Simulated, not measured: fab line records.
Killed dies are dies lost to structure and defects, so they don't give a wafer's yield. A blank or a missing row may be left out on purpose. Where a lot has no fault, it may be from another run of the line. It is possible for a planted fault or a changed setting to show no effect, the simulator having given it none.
Matching of chambers | flow sky130 | 4 sister chambers for SKY_FIELD_ISO_ETCH_17 on rie si-02
The step etches Si in HBr/Cl2/O2, target depth 342 nm, time 97.7 s. 4 wafers are shown with their chamber, then 12 later ones without.

== WAFERS, EACH WITH ITS CHAMBER ==
wafer  | chamber | drypump motor current A (A)
L087.2 | 1       | 5.3
L088.1 | 0       | 5.5
L088.2 | 2       | 6.1
L088.5 | 3       | 5.6

== WAFERS WHOSE CHAMBER IS MISSING ==
wafer  | drypump motor current A (A)
L090.1 | 5.5
L090.3 | 5.7
L090.6 | 5.5
L092.2 | 6.1
L092.3 | 5.6
L092.4 | 5.5
L094.4 | 5.5
L094.5 | 5.3
L094.6 | 6.1
L096.1 | 5.5
L096.2 | 5.3
L096.4 | 5.7

== WHICH CHAMBER EACH ONE RAN IN ==
wafer  | from the rows above | in truth
L090.1 | 0                   | 0
L090.3 | 3                   | 3
L090.6 | 0                   | 0
L092.2 | 2                   | 2
L092.3 | 3                   | 3
L092.4 | 0                   | 0
L094.4 | 0                   | 0
L094.5 | 1                   | 1
L094.6 | 2                   | 2
L096.1 | 0                   | 0
L096.2 | 1                   | 1
L096.4 | 3                   | 3
Correctly placed: 12 of 12. Can't be placed from these rows: 0. Wrongly placed: 0.
How it was worked out, from the rows above alone: a wafer's distance from a chamber is the root of the sum, over the readings, of the square of ((its reading less the chamber's mean) divided by the reading's scatter). If the next closest chamber is less than 2 further off than the closest, the wafer can't be placed; otherwise it belongs to the closest. The mean given for a chamber averages the wafers shown for that chamber. The scatter: root of mean squared gap, hidden wafer to nearest shown wafer, with one shown wafer a chamber.
